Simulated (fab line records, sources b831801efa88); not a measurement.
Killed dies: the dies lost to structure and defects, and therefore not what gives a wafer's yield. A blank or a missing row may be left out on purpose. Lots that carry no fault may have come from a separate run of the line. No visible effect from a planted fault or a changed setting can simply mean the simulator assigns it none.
The tool behind it: which one? :: flow gf180mcu :: 13 lots, 39 wafers sampled, at 6 steps of a route of 602

WHAT THE GAUGES READ, wafer by wafer
GF_HV_LDD_TW_MEAS_11.
lot: L872
measured: day 10 03:38
on: filmMetro-02
HV_LDD_TW: 2458 2450 2447

lot: L874
measured: day 10 14:17
on: filmMetro-02
HV_LDD_TW: 2449 2452 2458

lot: L876
measured: day 11 07:40
on: filmMetro-02
HV_LDD_TW: 2924 2937 2922 2941 2930 2931

lot: L877
measured: day 11 14:09
on: filmMetro-02
HV_LDD_TW: 2480 2474 2472

lot: L884
measured: day 13 22:13
on: filmMetro-03
HV_LDD_TW: 2826 2822 2828 2834 2828 2831

lot: L885
measured: day 14 01:50
on: filmMetro-04
HV_LDD_TW: 2409 2400 2394

lot: L887
measured: day 14 16:36
on: filmMetro-03
HV_LDD_TW: 2422 2394 2405

lot: L888
measured: day 14 22:59
on: filmMetro-02
HV_LDD_TW: 2454 2444 2448

lot: L889
measured: day 15 03:08
on: filmMetro-04
HV_LDD_TW: 2414 2428 2425

lot: L891
measured: day 16 00:13
on: filmMetro-03
HV_LDD_TW: 2398 2387 2392

lot: L892
measured: day 16 03:04
on: filmMetro-02
HV_LDD_TW: 2447 2449 2451

lot: L894
measured: day 16 22:30
on: filmMetro-03
HV_LDD_TW: 2404 2382 2385

lot: L895
measured: day 17 06:25
on: filmMetro-04
HV_LDD_TW: 2449 2428 2435

GF_HV_LDD_RS_MEAS_53: measures by four-point-probe.
lot: L872
measured: day 12 12:58
on: filmMetro-04
HV_LDD_RS (ohm/sq): 416.8 417.5 418.0

lot: L874
measured: day 13 00:52
on: filmMetro-04
HV_LDD_RS (ohm/sq): 416.8 417.0 417.6

lot: L876
measured: day 13 19:31
on: filmMetro-02
HV_LDD_RS (ohm/sq): 312.8 312.9 313.3 313.3 313.0 313.7

lot: L877
measured: day 14 01:56
on: filmMetro-03
HV_LDD_RS (ohm/sq): 417.9 416.7 418.2

lot: L884
measured: day 16 15:43
on: filmMetro-03
HV_LDD_RS (ohm/sq): 312.0 311.7 312.3 313.0 311.8 312.9

lot: L885
measured: day 16 20:35
on: filmMetro-02
HV_LDD_RS (ohm/sq): 418.9 419.6 419.9

lot: L887
measured: day 17 11:53
on: filmMetro-03
HV_LDD_RS (ohm/sq): 416.8 417.4 416.9

lot: L888
measured: day 17 19:03
on: filmMetro-03
HV_LDD_RS (ohm/sq): 418.7 418.0 418.0

lot: L889
measured: day 17 23:47
on: filmMetro-03
HV_LDD_RS (ohm/sq): 419.0 418.7 420.2

lot: L891
measured: day 18 23:42
on: filmMetro-02
HV_LDD_RS (ohm/sq): 419.6 418.6 419.5

lot: L892
measured: day 19 02:46
on: filmMetro-04
HV_LDD_RS (ohm/sq): 419.2 418.9 417.8

lot: L894
measured: day 19 23:31
on: filmMetro-03
HV_LDD_RS (ohm/sq): 417.8 416.3 418.2

lot: L895
measured: day 20 08:05
on: filmMetro-03
HV_LDD_RS (ohm/sq): 417.3 417.2 415.7

GF_M1_RS_MEAS_05: measures by four-point-probe.
lot: L872
measured: day 16 08:24
on: filmMetro-01
M1_ALCU_RS (ohm/sq): 0.0690 0.0683 0.0687

lot: L874
measured: day 16 22:49
on: filmMetro-01
M1_ALCU_RS (ohm/sq): 0.0692 0.0694 0.0699

lot: L877
measured: day 18 00:26
on: filmMetro-01
M1_ALCU_RS (ohm/sq): 0.0703 0.0688 0.0695

lot: L885
measured: day 21 03:37
on: filmMetro-03
M1_ALCU_RS (ohm/sq): 0.0692 0.0690 0.0686

lot: L887
measured: day 21 18:10
on: filmMetro-03
M1_ALCU_RS (ohm/sq): 0.0685 0.0685 0.0691

lot: L888
measured: day 22 01:51
on: filmMetro-03
M1_ALCU_RS (ohm/sq): 0.0693 0.0700 0.0690

lot: L889
measured: day 22 07:54
on: filmMetro-02
M1_ALCU_RS (ohm/sq): 0.0692 0.0699 0.0692

lot: L891
measured: day 23 06:32
on: filmMetro-03
M1_ALCU_RS (ohm/sq): 0.0694 0.0695 0.0698

lot: L892
measured: day 23 09:38
on: filmMetro-03
M1_ALCU_RS (ohm/sq): 0.0702 0.0700 0.0706

lot: L894
measured: day 24 04:12
on: filmMetro-03
M1_ALCU_RS (ohm/sq): 0.0697 0.0701 0.0695

lot: L895
measured: day 24 11:33
on: filmMetro-03
M1_ALCU_RS (ohm/sq): 0.0688 0.0687 0.0684

GF_M1_THK_MEAS_06: measures by xrf.
lot: L872
measured: day 16 08:31
on: filmMetro-01
M1_ALCU_THK (nm): 454 460 457

lot: L874
measured: day 16 22:56
on: filmMetro-01
M1_ALCU_THK (nm): 451 452 447

lot: L877
measured: day 18 00:33
on: filmMetro-01
M1_ALCU_THK (nm): 446 455 448

lot: L885
measured: day 21 03:44
on: filmMetro-03
M1_ALCU_THK (nm): 451 451 455

lot: L887
measured: day 21 18:16
on: filmMetro-03
M1_ALCU_THK (nm): 453 454 447

lot: L888
measured: day 22 01:58
on: filmMetro-03
M1_ALCU_THK (nm): 453 448 453

lot: L889
measured: day 22 08:01
on: filmMetro-02
M1_ALCU_THK (nm): 451 444 451

lot: L891
measured: day 23 06:39
on: filmMetro-03
M1_ALCU_THK (nm): 446 447 444

lot: L892
measured: day 23 09:46
on: filmMetro-03
M1_ALCU_THK (nm): 444 445 442

lot: L894
measured: day 24 04:18
on: filmMetro-03
M1_ALCU_THK (nm): 451 448 450

lot: L895
measured: day 24 11:40
on: filmMetro-03
M1_ALCU_THK (nm): 455 459 461

GF_M1_OVL_MEAS_15.
lot: L872
measured: day 17 06:53
on: overlay-01
M1_OVL (nm): -1 -1 5

lot: L874
measured: day 17 22:02
on: overlay-02
M1_OVL (nm): 1 -4 -6

lot: L877
measured: day 19 00:26
on: overlay-02
M1_OVL (nm): -2 4 -4

lot: L885
measured: day 22 03:08
on: overlay-02
M1_OVL (nm): -5 -6 0

lot: L887
measured: day 22 17:44
on: overlay-01
M1_OVL (nm): 0 -1 0

lot: L888
measured: day 23 00:58
on: overlay-02
M1_OVL (nm): -3 -2 -1

lot: L889
measured: day 23 07:02
on: overlay-02
M1_OVL (nm): -5 -7 1

lot: L891
measured: day 24 05:45
on: overlay-01
M1_OVL (nm): 3 -5 -6

lot: L892
measured: day 24 08:04
on: overlay-02
M1_OVL (nm): 4 -2 -1

lot: L894
measured: day 25 02:15
on: overlay-01
M1_OVL (nm): 0 -9 -4

lot: L895
measured: day 25 09:02
on: overlay-02
M1_OVL (nm): 1 4 6

WHAT TOOL EACH LOT RAN ON (gives the tool, then ch and the chambers of the sampled wafers, and finally the start)
lot: L872
GF_HV_LDD_IMPLANT_09: implanter-02 ch 0, day 10 03:23

lot: L874
GF_HV_LDD_IMPLANT_09: implanter-01 ch 0, day 10 14:02

lot: L876
GF_HV_LDD_IMPLANT_09: implanter-04 ch 0, day 11 07:06

lot: L877
GF_HV_LDD_IMPLANT_09: implanter-01 ch 0, day 11 13:54

lot: L884
GF_HV_LDD_IMPLANT_09: implanter-04 ch 0, day 13 21:39

lot: L885
GF_HV_LDD_IMPLANT_09: implanter-01 ch 0, day 14 01:35

lot: L887
GF_HV_LDD_IMPLANT_09: implanter-01 ch 0, day 14 16:23

lot: L888
GF_HV_LDD_IMPLANT_09: implanter-01 ch 0, day 14 22:44

lot: L889
GF_HV_LDD_IMPLANT_09: implanter-02 ch 0, day 15 02:53

lot: L891
GF_HV_LDD_IMPLANT_09: implanter-02 ch 0, day 15 23:59

lot: L892
GF_HV_LDD_IMPLANT_09: implanter-01 ch 0, day 16 02:49

lot: L894
GF_HV_LDD_IMPLANT_09: implanter-02 ch 0, day 16 22:17

lot: L895
GF_HV_LDD_IMPLANT_09: implanter-02 ch 0, day 17 06:10
- GF_HV_LDD_IMPLANT_09

WHAT THE TOOLS THEMSELVES READ (means of the sampled wafers that have a number; where no wafer has one, the mark that the record gives instead)
GF_HV_LDD_IMPLANT_09.
lot: L872
tool: implanter-02
beamOnS (s): 9.75
endStationPressureTorr (Torr): 5.35e-06

lot: L874
tool: implanter-01
beamOnS (s): 9.83
endStationPressureTorr (Torr): 5.66e-06

lot: L876
tool: implanter-04
beamOnS (s): 9.92
endStationPressureTorr (Torr): 5.44e-06

lot: L877
tool: implanter-01
beamOnS (s): 10.11
endStationPressureTorr (Torr): 5.49e-06

lot: L884
tool: implanter-04
beamOnS (s): 10.12
endStationPressureTorr (Torr): 5.35e-06

lot: L885
tool: implanter-01
beamOnS (s): 10.10
endStationPressureTorr (Torr): 5.42e-06

lot: L887
tool: implanter-01
beamOnS (s): 10.27
endStationPressureTorr (Torr): 5.32e-06

lot: L888
tool: implanter-01
beamOnS (s): 10.04
endStationPressureTorr (Torr): 5.34e-06

lot: L889
tool: implanter-02
beamOnS (s): 10.01
endStationPressureTorr (Torr): 5.35e-06

lot: L891
tool: implanter-02
beamOnS (s): 9.90
endStationPressureTorr (Torr): 5.42e-06

lot: L892
tool: implanter-01
beamOnS (s): 9.91
endStationPressureTorr (Torr): 5.47e-06

lot: L894
tool: implanter-02
beamOnS (s): 10.16
endStationPressureTorr (Torr): 5.44e-06

lot: L895
tool: implanter-02
beamOnS (s): 10.06
endStationPressureTorr (Torr): 5.42e-06

THE ANSWER, worked out from the rows above alone
Rule: usual is defined by the lots themselves. The widest of any qualifying gaps counts: lots, ordered by their means at a reading, are off when they make up no more than a third of the lots, leave a main group of 4 or more, and stand apart from it by 3 or more times the standard deviation of that group's means. The tables above print the reading to a certain number of digits; a main group whose means all agree to those digits is not used. Also off: a lot with no number at a reading for which 4 or more lots have one. Any other lot the step has rows for is counted as sound. The gauges are gone through in route order, then the tools' own readings, and for those a lot's mean is taken as printed above. The first step at which some lot is off is used, and at that step the reading that is off furthest; a lot without a number counts as furthest.
Off: L876, L884, seen at GF_HV_LDD_TW_MEAS_11 (HV_LDD_TW). Main group: mean 2430, sd 27.
If a tool, at a process step before that reading, ran all the lots that are off and no sound lot after the first of them, it fits. Those tools and the gauges at GF_HV_LDD_TW_MEAS_11 are tried in the same way. One fits: implanter-04 at GF_HV_LDD_IMPLANT_09. It ran no sound lot before its first lot that is off in this sample, so the start can't be narrowed down.

WHAT HAD BEEN PUT IN BY THE SIMULATOR
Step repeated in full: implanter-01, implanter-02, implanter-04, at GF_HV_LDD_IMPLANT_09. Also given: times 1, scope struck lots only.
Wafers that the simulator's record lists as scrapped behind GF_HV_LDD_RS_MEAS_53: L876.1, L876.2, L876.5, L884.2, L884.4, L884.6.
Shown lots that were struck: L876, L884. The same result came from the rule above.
